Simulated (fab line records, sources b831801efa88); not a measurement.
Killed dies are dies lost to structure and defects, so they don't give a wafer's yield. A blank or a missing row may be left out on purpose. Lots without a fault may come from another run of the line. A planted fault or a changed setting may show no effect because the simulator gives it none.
One fault seen from 2 desks | flow sky130 | each desk has only its own numbers; what lay behind them comes last

THE TOOL OWNER'S DESK: pvd_sputter-02
The tool's own readings at SKY_METAL5_SPUTTER_04 (material TiN, target thk 70 nm, time 58.3 s): means of the sampled wafers that have a number, for each lot that ran on this tool. A lot is out of limits, marked OUT, if its mean lies more than 4 standard deviations from the usual mean; the brackets give that distance.
Columns: A = throttle_valve_pct at SKY_METAL5_SPUTTER_04, usual 29.7 %
lot  | first seen here | A
L105 | day 44 01:49    | 29.3
L118 | day 47 05:42    | 29.8
L120 | day 47 14:08    | 29.9
This desk's finding: nothing out of limits on any of the 3 lots.

THE METROLOGY DESK
What the gauges read, lot by lot, whatever tool the lot ran on: means of the sampled wafers that have a number. A lot is out of limits, marked OUT, if its mean lies more than 4 standard deviations from the usual mean; the brackets give that distance.
Columns: A = VIA4_W_RS at SKY_VIA4_RS_MEAS_19, usual 0.2254 ohm/sq; B = VIA4_W_THK at SKY_VIA4_THK_MEAS_20, usual 516 nm; C = METAL5_ALCU_RS at SKY_METAL5_RS_MEAS_05, usual 0.0271 ohm/sq; D = METAL5_ALCU_THK at SKY_METAL5_THK_MEAS_06, usual 1140 nm; E = PASSIVATION_CVD_00_THK at SKY_PASSIVATION_THK_MEAS_01, usual 90.1 nm; F = PASSIVATION_CVD_02_THK at SKY_PASSIVATION_THK_MEAS_03, usual 540 nm
lot  | first seen here | A      | B   | C      | D    | E    | F
L106 | day 44 00:57    | 0.2269 | 518 | 0.0267 | 1155 | 89.5 | 530
L105 | day 44 01:13    | 0.2236 | 524 | 0.0278 | 1108 | 90.4 | 541
L118 | day 47 05:07    | 0.2261 | 512 | 0.0276 | 1135 | 90.1 | 534
L120 | day 47 13:33    | 0.2253 | 520 | 0.0270 | 1160 | 89.6 | 544
L123 | day 47 23:37    | 0.2217 | 523 | 0.0270 | 1145 | 92.3 | 552
L124 | day 48 09:51    | 0.2240 | 518 | 0.0270 | 1141 | 89.4 | 544
This desk's finding: nothing out of limits on any of the 6 lots.

PUT TOGETHER
The tool owner's desk saw nothing out of limits.
The metrology desk saw nothing out of limits.

WHAT THE SIMULATOR HAD PUT IN
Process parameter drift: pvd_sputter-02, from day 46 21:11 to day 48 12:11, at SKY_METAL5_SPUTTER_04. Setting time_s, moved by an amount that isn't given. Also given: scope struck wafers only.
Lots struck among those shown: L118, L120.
